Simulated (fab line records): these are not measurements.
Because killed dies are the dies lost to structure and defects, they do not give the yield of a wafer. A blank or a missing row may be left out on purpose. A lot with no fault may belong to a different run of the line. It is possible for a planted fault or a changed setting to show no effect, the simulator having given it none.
Commonality check across tools + flow sky130 + 11 lots, 33 wafers sampled

## REASON FOR OPENING
3 of 11 lots carry a flag on the reading SPACER_CVD_00_THK at SKY_SPACER_THK_MEAS_01. Fault-free wafers read 43.1 nm, with a standard deviation of 0.46.
Rule: a lot is flagged when every wafer of it that has a number lies more than 4 standard deviations from that mean, or none has a number. The rest of the lots are taken to be sound.

| lot  | measured     | on           | SPACER_CVD_00_THK (nm), wafer by wafer | flag    |
|------|--------------|--------------|----------------------------------------|---------|
| L594 | day 23 01:07 | filmMetro-04 | 43.7 43.5 44.1                         |         |
| L599 | day 25 09:37 | filmMetro-04 | 35.4 35.4 35.5                         | FLAGGED |
| L600 | day 25 16:16 | filmMetro-03 | 35.5 35.4 35.0                         | FLAGGED |
| L601 | day 26 01:13 | filmMetro-02 | 35.2 34.9 35.0                         | FLAGGED |
| L608 | day 28 20:09 | filmMetro-02 | 44.2 44.4 43.8                         |         |
| L609 | day 29 00:04 | filmMetro-03 | 43.0 43.2 43.0                         |         |
| L611 | day 29 09:37 | filmMetro-04 | 43.1 43.2 42.6                         |         |
| L614 | day 30 04:31 | filmMetro-02 | 42.6 43.0 42.8                         |         |
| L613 | day 30 06:46 | filmMetro-02 | 43.4 43.1 42.9                         |         |
| L615 | day 30 10:23 | filmMetro-02 | 42.6 42.8 42.9                         |         |
| L616 | day 31 09:44 | filmMetro-03 | 42.4 42.7 42.3                         |         |
Average over the flagged lots: 35.3 nm; offset from the usual -7.8 nm, equal to -17 standard deviations.

## WHICH TOOL RAN EACH LOT
The record holds 1 process step before the reading, out of a route of 708 steps. In each cell: the tool, then ch and the chambers that the sampled wafers went through, then the start.
| lot  | flag    | SKY_SPACER_CVD_00           |
|------|---------|-----------------------------|
| L594 |         | lpcvd-02 ch 0, day 22 23:55 |
| L599 | FLAGGED | lpcvd-02 ch 0, day 25 08:23 |
| L600 | FLAGGED | lpcvd-02 ch 1, day 25 15:04 |
| L601 | FLAGGED | lpcvd-02 ch 1, day 26 00:01 |
| L608 |         | lpcvd-02 ch 0, day 28 18:57 |
| L609 |         | lpcvd-02 ch 1, day 28 22:50 |
| L611 |         | lpcvd-02 ch 1, day 29 07:47 |
| L614 |         | lpcvd-02 ch 1, day 30 03:19 |
| L613 |         | lpcvd-02 ch 1, day 30 05:34 |
| L615 |         | lpcvd-02 ch 0, day 30 09:11 |
| L616 |         | lpcvd-02 ch 0, day 31 08:31 |
What is done by these steps:
- SKY_SPACER_CVD_00: deposits Si3N4 from DCS/NH3, target thk 43.1 nm, time 740 s.
- SKY_SPACER_THK_MEAS_01

## FLAGGED AGAINST TOTAL, ONE TOOL AT A TIME (gauges that did the reading follow at the end)
| step                   | tool         | lots run | flagged | share of the flagged lots | sound lots run after its first flagged lot |
|------------------------|--------------|----------|---------|---------------------------|--------------------------------------------|
| SKY_SPACER_CVD_00      | lpcvd-02     | 11       | 3       | all                       | 7 (L608,L609,L611,L614,L613,L615,L616)     |
| SKY_SPACER_THK_MEAS_01 | filmMetro-02 | 5        | 1       | some                      | 4 (L608,L614,L613,L615)                    |
| SKY_SPACER_THK_MEAS_01 | filmMetro-03 | 3        | 1       | some                      | 2 (L609,L616)                              |
| SKY_SPACER_THK_MEAS_01 | filmMetro-04 | 3        | 1       | some                      | 1 (L611)                                   |

## WHAT IS ALLOWED BY THE TABLE
All flagged lots share 1 row of the table, namely lpcvd-02 at SKY_SPACER_CVD_00.
- lpcvd-02 at SKY_SPACER_CVD_00 ran 11 lots, 3 of them flagged. Sound lots followed the first flagged one (L608, L609, L611, L614, L613, L615, L616) on it, something a lasting fault affecting the whole tool could not allow. Its own readings lie more than 4 standard deviations out on every wafer of the flagged lots: pressureMtorr.
No row of the table ran every flagged lot and no sound lot after the first.

## WHAT THE SIMULATOR HAD PUT IN
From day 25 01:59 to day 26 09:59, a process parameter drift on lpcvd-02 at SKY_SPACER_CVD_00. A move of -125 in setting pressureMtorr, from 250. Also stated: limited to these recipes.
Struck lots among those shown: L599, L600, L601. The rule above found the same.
